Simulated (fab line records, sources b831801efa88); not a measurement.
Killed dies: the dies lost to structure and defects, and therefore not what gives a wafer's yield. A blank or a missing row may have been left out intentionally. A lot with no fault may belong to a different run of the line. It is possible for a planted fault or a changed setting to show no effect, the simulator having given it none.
Which tool is to blame? + flow gf180mcu + route of 602 steps, sampled at 1 step: 7 lots, 21 wafers

== WHAT EACH GAUGE READ, for each wafer ==
GF_MVSD_TW_MEAS_11.
| lot  | measured    | on            | MVSD_TW        |
|------|-------------|---------------|----------------|
| L438 | day 4 20:20 | film_metro-01 | 1558 1574 1566 |
| L440 | day 5 11:04 | film_metro-02 | 1592 1595 1584 |
| L443 | day 6 08:20 | film_metro-04 | 1545 1558 1550 |
| L445 | day 6 18:26 | film_metro-02 | 1589 1591 1587 |
| L447 | day 7 04:11 | film_metro-04 | 1549 1553 1546 |
| L449 | day 7 14:07 | film_metro-01 | 1561 1561 1569 |
| L456 | day 9 09:05 | film_metro-02 | 1590 1593 1592 |

== EACH LOT AND THE TOOL THAT RAN IT (in order: tool; ch and the chambers of the sampled wafers; start) ==
No process step before these readings appears in the record.

== THE ANSWER, worked out from the rows above alone ==
Rule: usual is defined by the lots themselves. Put in order of their means at a reading, lots are off if they are a third of the lots or fewer, leave a main group of 4 or more, and stand apart from it by a gap of 3 or more times the standard deviation of the main group's means; of several such gaps the widest counts. A main group is skipped when, at the precision printed for the reading in the tables above, its means are all equal. Also off: a lot with no number at a reading for which 4 or more lots have one. Where the step has rows for the other lots, those lots are counted as sound.
None of the lots is off at any reading shown; this tells nothing.

== WHAT THE SIMULATOR HAD INSERTED ==
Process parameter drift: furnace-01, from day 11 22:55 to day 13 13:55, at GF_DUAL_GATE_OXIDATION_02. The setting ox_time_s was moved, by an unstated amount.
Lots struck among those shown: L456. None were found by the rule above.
